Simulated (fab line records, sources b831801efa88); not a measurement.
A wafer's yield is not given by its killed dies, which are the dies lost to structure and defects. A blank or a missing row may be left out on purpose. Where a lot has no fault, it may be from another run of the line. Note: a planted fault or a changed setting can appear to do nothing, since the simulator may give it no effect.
fab line records | flow sky130
record lots=13 wafers=39 lastDay=50
route steps=708 shown VT_ADJUST_LVTN@118 VT_ADJUST_NCORE@127 GATE_OXIDE@200 POLY_GATE@228 PAD_OPEN@708
lots untouched by any fault: they come from a run of this same line in which no faults occurred
startH: start of the lot's first displayed wafer, in hours after the record's first day | waitH: hours from the lot's prior step to this one | " same as the row above | L1.1+2: one row covering several wafers at once | - value missing, or start not given | * or withheld: withheld | < > ~ a bound
route shown NAME@n: a module of which the file shows steps, and the number in the route of the first | usual: mean/standard deviation of fault-free wafers | same: alike in all rows | chamber/n: place in a boat | sites: per-site readings | _std_site: how widely they spread, as a standard deviation | _edge_site: inner sites' mean taken away from outer sites' mean | radiusMm: how far each site lies from the wafer's centre | mask NAME#n: copy n | behind: the tool/chamber that last shaped the wafer | hold: what put the lot on hold/how long, in hours/how the hold closed | device: the n, p or np transistor that did not switch | end of line: the tests these same wafers got at the end of their route | step lacking rows: just its recipe | killed: dies that structure and defects cost at the first sort, which is not the same as the wafer's yield | map: a wafer's dies, x killed, . not, _ none there
set.NAME: the setting as run; set.NAME@STEP: as run at that earlier step | model.NAME: the simulator's own value behind a step, which no gauge read
route steps across a sampled set of lots; one table per step, one row per wafer
services: from which hour (startH, from the record's first day; less than 0 if before it) a tool's chamber was out of use, for how many hours, and why
## steps
# step SKY_VT_ADJUST_LVTN_TW_MEAS_21
# usual VT_ADJUST_LVTN_2_TW=189.6/0.87
# columns lot.wafer tool chamber startH waitH VT_ADJUST_LVTN_2_TW
L590.4 filmMetro-01 - 168.10 0.1 190.0
L590.5 " - " " 189.3
L590.6 " - " " 188.7
L592.1 filmMetro-02 - 177.25 0.1 189.5
L592.4 " - " " 188.9
L592.6 " - " " 188.7
L593.1 filmMetro-02 - 181.42 0.1 190.1
L593.3 " - " " 189.0
L593.4 " - " " 190.1
L594.3 filmMetro-01 - 197.76 0.1 188.9
L594.4 " - " " 188.7
L594.6 " - " " 188.5
L595.1 filmMetro-01 - 198.57 0.1 188.8
L595.2 " - " " 190.3
L595.3 " - " " 189.2
L596.1 filmMetro-01 - 202.97 0.1 188.9
L596.4 " - " " 188.4
L596.6 " - " " 189.4
L598.3 filmMetro-03 - 221.39 0.1 189.8
L598.4 " - " " 190.3
L598.6 " - " " 189.8
L604.1 filmMetro-02 - 251.44 0.1 190.4
L604.2 " - " " 190.3
L604.5 " - " " 190.3
L605.4 filmMetro-02 - 255.55 0.1 190.1
L605.5 " - " " 190.5
L605.6 " - " " 189.7
L609.1 filmMetro-02 - 297.74 0.1 188.6
L609.3 " - " " 187.1
L609.5 " - " " 188.1
L610.1 filmMetro-02 - 300.32 0.1 188.6
L610.2 " - " " 188.8
L610.5 " - " " 189.7
L611.1 filmMetro-03 - 320.99 0.1 189.9
L611.3 " - " " 190.6
L611.6 " - " " 189.2
L612.2 filmMetro-01 - 324.03 0.1 190.1
L612.3 " - " " 189.5
L612.6 " - " " 189.9
# step SKY_VT_ADJUST_NCORE_OVL_MEAS_08
# usual VT_ADJUST_NCORE_OVL=-1.4/1.4
# columns lot.wafer tool chamber startH waitH VT_ADJUST_NCORE_OVL[nm]
L590.4 overlay-01 - 186.87 0.1 3.5
L590.5 " - " " 1.9
L590.6 " - " " 0.6
L592.1 overlay-01 - 201.21 0.1 -3.0
L592.4 " - " " -4.5
L592.6 " - " " -1.6
L593.1 overlay-01 - 201.93 0.1 -3.0
L593.3 " - " " -1.8
L593.4 " - " " -2.7
L594.3 overlay-01 - 218.36 0.1 -1.8
L594.4 " - " " -0.9
L594.6 " - " " -0.4
L595.1 overlay-01 - 219.31 0.1 -0.4
L595.2 " - " " -1.8
L595.3 " - " " 1.2
L596.1 overlay-02 - 225.30 0.1 -1.8
L596.4 " - " " -0.3
L596.6 " - " " -1.2
L598.3 overlay-01 - 243.62 0.1 -1.8
L598.4 " - " " -2.1
L598.6 " - " " -0.1
L604.1 overlay-01 - 275.32 0.1 0.3
L604.2 " - " " -1.2
L604.5 " - " " 0.1
L605.4 overlay-02 - 279.98 0.1 -1.0
L605.5 " - " " -0.5
L605.6 " - " " -1.8
L609.1 overlay-02 - 324.15 0.1 1.9
L609.3 " - " " -1.1
L609.5 " - " " 2.0
L610.1 overlay-01 - 327.01 0.1 -2.8
L610.2 " - " " -1.1
L610.5 " - " " -4.4
L611.1 overlay-01 - 347.90 0.1 -0.5
L611.3 " - " " -1.7
L611.6 " - " " 0.2
L612.2 overlay-02 - 350.82 0.1 -2.9
L612.3 " - " " -0.8
L612.6 " - " " -0.9
# step SKY_GATE_OXIDE_STRIP_13
# recipe chemistry=O2/N2 powerW=1400 pressureMtorr=1500 platenTempC=withheld o2FlowSccm=3000 n2FlowSccm=300 overashFraction=0.5
# usual chamberPressureMTorr=1500.0/1.4 drypumpMotorCurrentA=5.92/0.26 oesProductAu=0.716/0.0043 stripTimeToEndpointS=14.19/0.045
# same overashFraction=0.5
# columns lot.wafer tool chamber startH waitH chamberPressureMTorr drypumpMotorCurrentA oesProductAu rfHoursCounterH stripTimeToEndpointS
L590.4 plasmaAsher-02 0 312.35 0.0 1500.1 5.84 0.704 - 14.15
L590.5 " 1 " " 1499.4 6.27 0.711 - 14.18
L590.6 " 0 " " 1501.5 5.80 0.711 - 14.16
L592.1 plasmaAsher-02 0 331.94 0.0 1498.2 5.86 0.718 64 14.14
L592.4 " 1 " " 1497.9 6.30 0.717 - 14.12
L592.6 " 1 " " 1499.3 6.28 0.713 - 14.14
L593.1 plasmaAsher-04 1 333.68 0.0 1502.6 6.10 0.711 21 14.19
L593.3 " 1 " " 1500.5 6.09 0.712 - 14.19
L593.4 " 0 " " 1499.4 5.56 0.709 - 14.16
L594.3 plasmaAsher-02 0 350.95 0.0 1498.5 5.90 0.717 - 14.18
L594.4 " 1 " " 1501.1 6.27 0.717 - 14.17
L594.6 " 1 " " 1499.0 6.25 0.716 - 14.17
L595.1 plasmaAsher-02 1 353.72 0.0 1500.8 6.28 0.717 66 14.23
L595.2 " 0 " " 1497.4 5.81 0.718 66 14.14
L595.3 " 1 " " 1500.5 6.24 0.716 - 14.22
L596.1 plasmaAsher-02 1 357.52 0.0 1500.1 6.25 0.717 67 14.23
L596.4 " 1 " " 1499.4 6.24 0.714 - 14.27
L596.6 " 1 " " 1499.8 6.28 0.714 - 14.22
L598.3 plasmaAsher-01 0 381.83 0.0 1499.7 5.57 0.717 - 14.26
L598.4 " 1 " " 1501.8 5.88 0.705 - 14.27
L598.6 " 0 " " 1501.1 5.60 0.724 - 14.23
L604.1 plasmaAsher-02 0 424.38 0.0 1499.6 5.87 0.718 74 14.18
L604.2 " 1 " " 1499.1 6.29 0.716 74 14.19
L604.5 " 1 " " 1498.7 6.25 0.713 - 14.21
L605.4 plasmaAsher-04 1 426.71 0.0 1494.5 6.08 0.913 - -
L605.5 " 1 " " 1495.7 6.07 0.874 - -
L605.6 " 0 " " 1495.1 5.55 0.885 - -
L609.1 plasmaAsher-04 1 477.28 0.0 1497.6 6.10 0.710 36 14.22
L609.3 " 1 " " 1500.7 6.13 0.720 - 14.20
L609.5 " 1 " " 1499.1 6.09 0.712 - 14.23
L610.1 plasmaAsher-02 1 480.63 0.0 1501.8 6.29 0.720 80 14.11
L610.2 " 0 " " 1500.8 5.85 0.716 80 14.15
L610.5 " 1 " " 1498.1 6.29 0.715 - 14.17
L611.1 plasmaAsher-02 1 502.27 0.0 1502.2 6.25 0.709 82 14.20
L611.3 " 1 " " 1500.1 6.26 0.722 - 14.27
L611.6 " 0 " " 1501.0 5.86 0.717 - 14.26
L612.2 plasmaAsher-02 1 508.62 0.0 1501.4 6.27 0.719 83 14.12
L612.3 " 0 " " 1500.5 5.81 0.716 - 14.09
L612.6 " 1 " " 1498.9 6.26 0.716 - 14.13
# step SKY_POLY_GATE_OVL_MEAS_14
# usual POLY_GATE_OVL=-6/6.6
# columns lot.wafer tool chamber startH waitH POLY_GATE_OVL[nm]
L590.4 overlay-02 - 370.22 0.1 2
L590.5 " - " " 4
L590.6 " - " " -7
L593.1 overlay-01 - 395.80 0.1 -11
L593.3 " - " " -8
L593.4 " - " " -17
L592.1 overlay-02 - 396.15 0.1 -9
L592.4 " - " " -5
L592.6 " - " " -9
L594.3 overlay-01 - 412.39 0.1 -6
L594.4 " - " " -4
L594.6 " - " " -13
L595.1 overlay-02 - 418.10 0.1 -5
L595.2 " - " " 1
L595.3 " - " " 2
L596.1 overlay-02 - 423.15 0.1 -21
L596.4 " - " " -16
L596.6 " - " " -17
L598.3 overlay-02 - 453.31 0.1 2
L598.4 " - " " 1
L598.6 " - " " 1
L604.1 overlay-02 - 492.65 0.1 3
L604.2 " - " " -7
L604.5 " - " " 4
L609.1 overlay-02 - 542.65 0.1 -4
L609.3 " - " " -8
L609.5 " - " " -5
L610.1 overlay-01 - 547.30 0.1 -15
L610.2 " - " " -14
L610.5 " - " " -9
L611.1 overlay-01 - 566.95 0.1 -7
L611.3 " - " " -10
L611.6 " - " " -9
L612.2 overlay-02 - 573.96 0.1 -1
L612.3 " - " " 2
L612.6 " - " " -10
# step SKY_PAD_OPEN_PROBE_99
# usual killed_at_M0_to_M3=43/6.4 killed_at_M4_up=3.1/2 killedAtContacts=24/5.2 killedAtFrontEnd=15/4.3 killedAtOther=0.2/0.48 killedDies=85/9.7 killedOnRim=17/4.2 killedOpen=47/6.9 killedShort=38/6.7
# same grossDies=492 killedAtBackSide=0
# columns lot.wafer tool chamber startH waitH killed_at_M0_to_M3 killed_at_M4_up killedAtContacts killedAtFrontEnd killedAtOther killedDies killedOnRim killedOpen killedShort
L593.1 prober-02 - 1103.51 0.1 33 1 22 15 0 71 11 45 26
L593.3 prober-02 - 1103.61 0.2 33 1 13 16 0 63 13 31 32
L593.4 prober-02 - 1103.66 0.2 47 3 37 15 1 103 19 52 51
L595.1 prober-01 - 1113.49 0.1 50 0 23 8 0 81 18 55 26
L595.2 prober-01 - 1113.54 0.1 38 5 23 13 0 79 14 46 33
L595.3 prober-01 - 1113.59 0.2 46 8 25 10 0 89 19 50 39
L604.1 prober-02 - 1163.83 0.1 45 4 13 16 1 79 17 46 33
L604.2 prober-02 - 1163.88 0.1 46 0 25 13 0 84 17 49 35
L604.5 prober-02 - 1164.03 0.2 47 5 15 24 0 91 20 53 38
L605.4 prober-01 - 1165.69 0.2 61 2 29 399 1 492 96 56 54
L605.5 prober-01 - 1165.74 0.2 34 0 20 438 0 492 96 40 32
L605.6 prober-01 - 1165.79 0.2 46 4 23 419 0 492 96 60 32
L609.1 prober-01 - 1190.10 0.1 48 2 16 23 1 90 22 44 46
L609.3 prober-01 - 1190.20 0.2 36 1 19 9 0 65 11 41 24
L609.5 prober-01 - 1190.30 0.2 55 2 21 10 0 88 18 62 26
L610.1 prober-02 - 1192.05 0.1 35 6 13 13 0 67 16 40 27
L610.2 prober-02 - 1192.10 0.1 54 1 23 9 0 87 13 55 32
L610.5 prober-02 - 1192.25 0.2 35 2 20 15 0 72 10 39 33
L612.2 prober-02 - 1207.41 0.1 45 5 26 20 0 96 21 52 44
L612.3 prober-02 - 1207.46 0.2 36 2 26 11 0 75 17 40 35
L612.6 prober-02 - 1207.61 0.2 36 2 29 19 0 86 14 46 40
# killed by level:class
L593.1 VIA1:geometricParticle:open=13 FIELD_ISO:geometricParticle:short=7 VIA2:geometricParticle:open=7 LI_CONTACT:geometricParticle:open=6 CONTACT:geometricParticle:open=6 CONTACT:geometricParticle:short=5 FIELD_ISO:geometricParticle:open=4 LOCAL_INTERCONNECT:geometricParticle:short=3
L593.3 VIA1:geometricParticle:open=7 VIA1:geometricParticle:short=6 FIELD_ISO:geometricParticle:short=5 SPACER:geometricParticle:short=5 VIA2:geometricParticle:open=5 LI_CONTACT:geometricParticle:open=4 METAL1:geometricParticle:short=4 VIA3:geometricParticle:open=4
L593.4 CONTACT:geometricParticle:open=10 LI_CONTACT:geometricParticle:open=8 VIA2:geometricParticle:open=8 VIA1:geometricParticle:open=7 LI_CONTACT:geometricParticle:short=7 VIA3:geometricParticle:open=7 CONTACT:geometricParticle:short=6 VIA3:geometricParticle:short=6
L595.1 VIA1:geometricParticle:open=19 CONTACT:geometricParticle:open=11 VIA3:geometricParticle:open=8 VIA3:geometricParticle:short=6 LI_CONTACT:geometricParticle:open=5 METAL2:geometricParticle:short=5 POLY_GATE:geometricParticle:open=4 LI_CONTACT:geometricParticle:short=4
L595.2 CONTACT:geometricParticle:open=9 VIA1:geometricParticle:open=9 METAL1:geometricParticle:short=7 LI_CONTACT:geometricParticle:open=6 CONTACT:geometricParticle:short=6 VIA2:geometricParticle:open=5 POLY_GATE:geometricParticle:short=4 VIA3:geometricParticle:open=4
L595.3 VIA1:geometricParticle:open=11 CONTACT:geometricParticle:open=10 VIA2:geometricParticle:short=8 LI_CONTACT:geometricParticle:open=7 VIA3:geometricParticle:open=6 METAL4:geometricParticle:short=6 VIA2:geometricParticle:open=5 METAL1:geometricParticle:short=5
L604.1 VIA2:geometricParticle:open=10 VIA3:geometricParticle:open=7 METAL2:geometricParticle:short=6 FIELD_ISO:geometricParticle:short=5 POLY_GATE:geometricParticle:open=5 LI_CONTACT:geometricParticle:open=4 SPACER:geometricParticle:open=4 CONTACT:geometricParticle:open=4
L604.2 VIA2:geometricParticle:open=11 VIA1:geometricParticle:open=10 CONTACT:geometricParticle:open=9 METAL1:geometricParticle:short=7 LI_CONTACT:geometricParticle:open=6 FIELD_ISO:geometricParticle:open=4 LI_CONTACT:geometricParticle:short=4 CONTACT:geometricParticle:short=4
L604.5 VIA3:geometricParticle:open=10 VIA2:geometricParticle:open=10 VIA1:geometricParticle:open=8 FIELD_ISO:geometricParticle:open=6 METAL1:geometricParticle:short=6 FIELD_ISO:geometricParticle:short=5 POLY_GATE:geometricParticle:open=4 LI_CONTACT:geometricParticle:open=4
L605.4 GATE_OXIDE:areaOxidation=382 VIA3:geometricParticle:open=11 VIA1:geometricParticle:open=11 LOCAL_INTERCONNECT:geometricParticle:short=9 VIA3:geometricParticle:short=8 CONTACT:geometricParticle:open=7 METAL3:geometricParticle:short=6 CONTACT:geometricParticle:short=6
L605.5 GATE_OXIDE:areaOxidation=420 VIA1:geometricParticle:open=8 LI_CONTACT:geometricParticle:open=7 FIELD_ISO:geometricParticle:open=6 POLY_GATE:geometricParticle:short=6 METAL2:geometricParticle:short=6 METAL2:geometricParticle:open=5 LOCAL_INTERCONNECT:geometricParticle:short=4
L605.6 GATE_OXIDE:areaOxidation=400 VIA1:geometricParticle:open=14 CONTACT:geometricParticle:open=10 VIA2:geometricParticle:open=9 LI_CONTACT:geometricParticle:open=8 VIA3:geometricParticle:open=7 FIELD_ISO:geometricParticle:short=6 FIELD_ISO:geometricParticle:open=4
L609.1 VIA1:geometricParticle:short=10 VIA1:geometricParticle:open=9 VIA2:geometricParticle:open=8 FIELD_ISO:geometricParticle:open=7 METAL2:geometricParticle:short=7 VIA3:geometricParticle:open=6 POLY_GATE:geometricParticle:short=5 CONTACT:geometricParticle:open=5
L609.3 VIA1:geometricParticle:open=16 CONTACT:geometricParticle:short=7 CONTACT:geometricParticle:open=6 VIA3:geometricParticle:open=6 LI_CONTACT:geometricParticle:open=4 VIA1:geometricParticle:short=4 METAL2:geometricParticle:short=4 FIELD_ISO:geometricParticle:open=3
L609.5 VIA1:geometricParticle:open=18 CONTACT:geometricParticle:open=12 VIA2:geometricParticle:open=10 VIA3:geometricParticle:open=8 VIA1:geometricParticle:short=7 METAL1:geometricParticle:short=5 LI_CONTACT:geometricParticle:open=4 FIELD_ISO:geometricParticle:open=3
L610.1 VIA1:geometricParticle:open=10 FIELD_ISO:geometricParticle:open=5 LI_CONTACT:geometricParticle:open=5 CONTACT:geometricParticle:open=4 VIA1:geometricParticle:short=4 METAL2:geometricParticle:short=4 VIA3:geometricParticle:open=4 METAL3:geometricParticle:short=3
L610.2 VIA1:geometricParticle:open=10 VIA2:geometricParticle:open=10 VIA3:geometricParticle:open=8 METAL1:geometricParticle:short=6 METAL2:geometricParticle:short=6 LI_CONTACT:geometricParticle:open=5 CONTACT:geometricParticle:open=5 CONTACT:geometricParticle:short=5
L610.5 CONTACT:geometricParticle:open=9 FIELD_ISO:geometricParticle:open=6 VIA3:geometricParticle:open=5 POLY_GATE:geometricParticle:open=5 VIA2:geometricParticle:open=5 VIA2:geometricParticle:short=5 LOCAL_INTERCONNECT:geometricParticle:short=4 METAL1:geometricParticle:short=4
L612.2 VIA1:geometricParticle:open=10 LI_CONTACT:geometricParticle:open=8 CONTACT:geometricParticle:open=7 LOCAL_INTERCONNECT:geometricParticle:short=6 VIA3:geometricParticle:open=6 VIA2:geometricParticle:open=6 VIA3:geometricParticle:short=6 POLY_GATE:geometricParticle:short=5
L612.3 VIA1:geometricParticle:open=8 LI_CONTACT:geometricParticle:open=8 CONTACT:geometricParticle:open=7 CONTACT:geometricParticle:short=5 VIA1:geometricParticle:short=5 VIA3:geometricParticle:open=5 FIELD_ISO:geometricParticle:short=4 LOCAL_INTERCONNECT:geometricParticle:short=4
L612.6 CONTACT:geometricParticle:open=13 VIA2:geometricParticle:open=8 VIA1:geometricParticle:short=7 VIA1:geometricParticle:open=6 POLY_GATE:geometricParticle:short=5 LI_CONTACT:geometricParticle:open=5 CONTACT:geometricParticle:short=5 VIA3:geometricParticle:open=5
## services
# columns tool chamber startH hours kind
plasmaAsher-01 - 353.43 2.8 pm
plasmaAsher-01 - 423.40 14.6 pm
plasmaAsher-01 - 455.26 1.8 repair
## key
firstSign step=SKY_GATE_OXIDE_STRIP_13 reading=oesProductAu direction=up sigmas=41 usual=0.716 struck=0.891
effect step=SKY_GATE_OXIDE_STRIP_13 reading=chamberPressureMTorr direction=down sigmas=3.5 usual=1500.0 struck=1495.1
effect step=SKY_PAD_OPEN_PROBE_99 reading=killedAtFrontEnd direction=up sigmas=93 usual=15 struck=419
moreKillsBornAt SKY_GATE_OXIDE_OXIDATION_16@furnace-02=1202
metAt SKY_GATE_OXIDE_STRIP_13
struckLots L605
laterRowsLeftOut L605.4,L605.5,L605.6
testerLeftOut L605
notActingAt SKY_VT_ADJUST_LVTN_TW_MEAS_21,SKY_VT_ADJUST_NCORE_OVL_MEAS_08,SKY_POLY_GATE_OVL_MEAS_14
onsetBetween 333.68 426.71
fault kind=stripAborted tool=plasmaAsher-04 chamber=- onsetH=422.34 steps=SKY_GATE_OXIDE_STRIP_13 offset=0.97188 endH=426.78
# testerLeftOut: of these lots the tester's yield and bins aren't shown, on N5 and GAA mostly nor the transistor test; their killed dies are dies lost to structure and defects alone, not to doping, threshold or leakage, so they don't give the yield
# laterRowsLeftOut: the simulator's readings of these wafers behind a module that went badly wrong aren't trusted and aren't shown, but for the sort
